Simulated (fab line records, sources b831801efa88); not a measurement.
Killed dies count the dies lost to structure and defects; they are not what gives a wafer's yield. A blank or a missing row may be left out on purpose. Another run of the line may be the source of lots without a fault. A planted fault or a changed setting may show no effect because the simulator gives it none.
What tool caused it?	flow gf180mcu	Sampling: 13 lots, 39 wafers, 3 of 602 route steps

## WHAT EACH GAUGE READ, for each wafer
GF_STI_THK_MEAS_22. Usual: STI_OXIDATION_01_THK typically reads 14.97 nm, with standard deviation 0.27.
lot	measured	on	STI_OXIDATION_01_THK (nm)	flag
L942	day 2 03:34	filmMetro-02	15.34 15.34 15.21	
L944	day 2 21:49	filmMetro-01	15.09 15.22 15.07	
L945	day 3 00:19	filmMetro-01	14.50 14.23 14.43	
L946	day 3 02:06	filmMetro-04	15.10 15.32 15.18	
L948	day 3 06:10	filmMetro-04	15.22 15.39 15.21	
L949	day 3 15:31	filmMetro-01	14.96 14.89 14.92	
L950	day 3 21:19	filmMetro-01	14.56 14.78 14.47	
L952	day 4 08:48	filmMetro-04	14.82 14.76 14.67	
L953	day 4 13:58	filmMetro-01	14.93 14.80 15.04	
L956	day 5 06:56	filmMetro-02	15.01 14.94 15.10	
L957	day 5 09:19	filmMetro-01	15.15 14.90 15.19	
L959	day 5 18:20	filmMetro-02	15.40 15.27 15.31	
L963	day 6 15:32	filmMetro-01	14.97 15.06 15.14	

GF_LVPWELL_OVL_MEAS_07. Usual: LVPWELL_OVL typically reads -0.6 nm, with standard deviation 1.4.
lot	measured	on	LVPWELL_OVL (nm)	flag
L942	day 3 14:04	overlay-01	-2.3 -0.8 -2.6	
L944	day 4 17:13	overlay-02	-0.1 1.5 0.6	
L945	day 4 18:53	overlay-01	-0.7 1.0 1.0	
L946	day 4 22:22	overlay-01	-1.5 -2.2 -1.9	
L948	day 5 03:16	overlay-01	-2.0 -1.2 -2.6	
L949	day 5 11:07	overlay-01	0.4 -1.3 -0.8	
L950	day 5 17:04	overlay-02	-0.2 -0.3 -2.4	
L952	day 6 06:46	overlay-02	-0.9 -1.4 -0.6	
L953	day 6 12:59	overlay-01	-1.1 -1.8 -2.3	
L956	day 7 09:17	overlay-02	-1.0 -0.6 1.6	
L957	day 7 12:25	overlay-01	0.8 0.7 2.1	
L959	day 7 21:20	overlay-02	-1.9 -3.8 -0.7	
L963	day 8 23:10	overlay-01	-1.6 0.6 -1.9	

## TOOL THAT RAN EACH LOT (tool first, then ch and the chambers of the sampled wafers, then the start)
lot	GF_STI_WET_ETCH_26
L942	wetBench-02 ch 2, day 2 04:04
L944	wetBench-01 ch 0, day 2 22:22
L945	wetBench-03 ch 2, day 3 00:49
L946	wetBench-02 ch 2, day 3 02:35
L948	wetBench-02 ch 1, day 3 06:40
L949	wetBench-01 ch 1, day 3 16:00
L950	wetBench-02 ch 2, day 3 21:49
L952	wetBench-03 ch 0, day 4 09:20
L953	wetBench-03 ch 0, day 4 14:30
L956	wetBench-03 ch 2, day 5 07:32
L957	wetBench-02 ch 0, day 5 09:50
L959	wetBench-01 ch 0, day 5 18:49
L963	wetBench-03 ch 3, day 6 16:02
- GF_STI_WET_ETCH_26: etches SiO2 in dHF, target depth 94 nm, time 188 s.

## AS READ BY THE TOOLS THEMSELVES (means over the sampled wafers that have a number; for cases with no such wafer, the mark the record gives instead)
GF_STI_WET_ETCH_26. Usual: 216 s for runLengthS, sd 3.3.
lot	tool	runLengthS (s)	flag
L942	wetBench-02	216	
L944	wetBench-01	213	
L945	wetBench-03	214	
L946	wetBench-02	216	
L948	wetBench-02	213	
L949	wetBench-01	221	
L950	wetBench-02	216	
L952	wetBench-03	215	
L953	wetBench-03	215	
L956	wetBench-03	213	
L957	wetBench-02	220	
L959	wetBench-01	152	OFF
L963	wetBench-03	214	

## THE ANSWER, worked out from the rows above alone
Rule: a lot counts as off when the mean over its wafers that have a number is more than 3 standard deviations away from the usual mean. A lot without any number at a reading at which 4 lots or more have one is off too. Where the step has rows for the other lots, those lots are counted as sound. The gauges are gone through in route order, then the tools' own readings, and for those a lot's mean is taken as printed above. At the first step where some lot is off, the reading lying furthest off is the one used; lots without a number count as furthest.
Off at GF_STI_WET_ETCH_26 (runLengthS): L959.
A tool fits if, at that step or a process step before it, it ran every lot that is off, and no sound lot after the first of them. One fits: GF_STI_WET_ETCH_26 on wetBench-01. A fault onset in the window from L949 (day 3 16:00, its last sound lot) to L959 (day 5 18:49, its first lot off) fits.
The tool's own readings at GF_STI_WET_ETCH_26 bear it out: on the lots that are off they differ by more than 5 times the standard deviation of the sound lots' means. runLengthS reads 152 s there against 216 s on the sound lots.

## WHAT THE SIMULATOR HAD PUT IN
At GF_STI_WET_ETCH_26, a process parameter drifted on wetBench-01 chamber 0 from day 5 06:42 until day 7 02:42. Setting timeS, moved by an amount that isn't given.
Struck lots among those shown: L959. The rule given above showed the same thing.
